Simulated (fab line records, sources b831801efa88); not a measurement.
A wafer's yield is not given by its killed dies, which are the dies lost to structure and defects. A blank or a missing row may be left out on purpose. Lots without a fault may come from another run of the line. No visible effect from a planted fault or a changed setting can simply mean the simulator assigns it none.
8D (eight disciplines) problem report, filled in by code || flow sky130 || the parts of the form that need people (team, actions taken, sign-off) are left out

1. WHAT IS WRONG
rotation-deg at SKY_LDD_N_IMPLANT_10 reads a mean of 281.87 degrees on 6 wafers of 2 lots; wafers without a fault read 203.00 degrees with a standard deviation of 0.043. That is +99 or more standard deviations from the usual mean.
Seen first at day 22 00:12 on implanter-01, wafer L719.1. At this step, 18 wafers from 6 lots have a number in the record. The rule behind "out" and "out of limits": a value lying over 4 standard deviations away from the usual mean. The rest of the wafers with a number are treated as sound.

2. WHAT IT IS, AND WHAT IT ISN'T
{"question": "which readings at this step", "is": "rotation-deg", "is not": "dose-ions-cm2"}
{"question": "which lots", "is": "L719, L720", "is not": "L714, L716, L729, L732"}
{"question": "which wafers of those lots", "is": "all that have a number", "is not": "-"}
{"question": "read on which tools", "is": "implanter-01", "is not": "implanter-03, implanter-04"}
{"question": "when", "is": "from day 22 00:12", "is not": "up to then (6 sound wafers); but 6 sound wafers of L729, L732 came after"}

3. THE SUSPECTS, EACH WITH WHAT RULES IT OUT
Counting: any tool at a process step up to the reading is kept as a suspect provided that every lot that is out went through it and no sound lot did after the first of them.
- implanter-01 at SKY_LDD_N_IMPLANT_10: ruled out as a lasting fault. After its first lot that is out, L719 (day 22 00:12), sound lots L732 ran on it.
Left after counting: nothing in the record.

4. THE CAUSE (what the simulator had put in)
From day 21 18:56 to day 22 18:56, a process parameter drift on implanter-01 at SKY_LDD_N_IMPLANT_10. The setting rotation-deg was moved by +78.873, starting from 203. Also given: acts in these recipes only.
Counting ruled it out, wrongly.

5. THE CHAIN OF EFFECTS, in route order
Each row: a reading whose mean over the struck wafers that have a number lies more than 3 standard deviations from the usual. Only readings whose record carries a usual standard deviation are examined. hours: median over the lots of the time between each lot's start at the first step of this table that gives one and its start at this step. sigmas: the change, counted in usual standard deviations.
{"hours": 0, "step": "SKY_LDD_N_IMPLANT_10", "reading": "rotation-deg", "usual": "203.00 degrees", "on struck wafers": 281.87, "change": "+78.87", "sigmas": "+99 or more"}
The process steps in it:
- SKY_LDD_N_IMPLANT_10

6. HOW IT WOULD HAVE BEEN CAUGHT EARLIER
5 hours passed between the start of the fault at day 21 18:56 and the first reading out of limits in this record, taken at day 22 00:12.
